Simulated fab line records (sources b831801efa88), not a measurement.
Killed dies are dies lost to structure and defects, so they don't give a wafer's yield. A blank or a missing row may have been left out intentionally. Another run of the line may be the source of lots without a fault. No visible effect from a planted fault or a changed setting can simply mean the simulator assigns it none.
Chamber matching | flow gf180mcu | GF_V3_CMP_04 on cmp-02: 4 sister chambers
The step polishes SiO2. 4 wafers are shown with their chamber, then 7 later ones without.

WAFERS PAIRED WITH THEIR CHAMBERS
wafer  | chamber | motor current A (A)
L173.1 | 3       | 11.7
L179.6 | 2       | 10.6
L192.1 | 1       | 11.1
L192.3 | 0       | 12.3

WAFERS WITH NO CHAMBER GIVEN
wafer  | motor current A (A)
L192.5 | 11.1
L193.1 | 11.3
L193.2 | 11.9
L193.6 | 11.9
L194.1 | 10.8
L194.2 | 12.1
L194.3 | 10.9

EACH ONE'S CHAMBER
wafer  | from the rows above     | in truth
L192.5 | 1                       | 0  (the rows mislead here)
L193.1 | can't be placed: 1 or 3 | 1
L193.2 | can't be placed: 3 or 0 | 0
L193.6 | can't be placed: 3 or 0 | 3
L194.1 | can't be placed: 2 or 1 | 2
L194.2 | can't be placed: 0 or 3 | 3
L194.3 | can't be placed: 1 or 2 | 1
Correctly placed: 0 of 7. From these rows, 6 cannot be placed; in 6 the true chamber is one of the candidates. Placed wrongly: 1.
How it was worked out, from the rows above alone: a wafer's distance from a chamber is the root of the sum, over the readings, of the square of ((its reading less the chamber's mean) divided by the reading's scatter). If the next closest chamber is less than 2 further off than the closest, the wafer can't be placed; otherwise it belongs to the closest. Each chamber's mean is taken over the wafers shown for it. The scatter (one wafer shown for each chamber): square how far every hidden wafer sits from the nearest shown wafer, average those squares and take the square root.
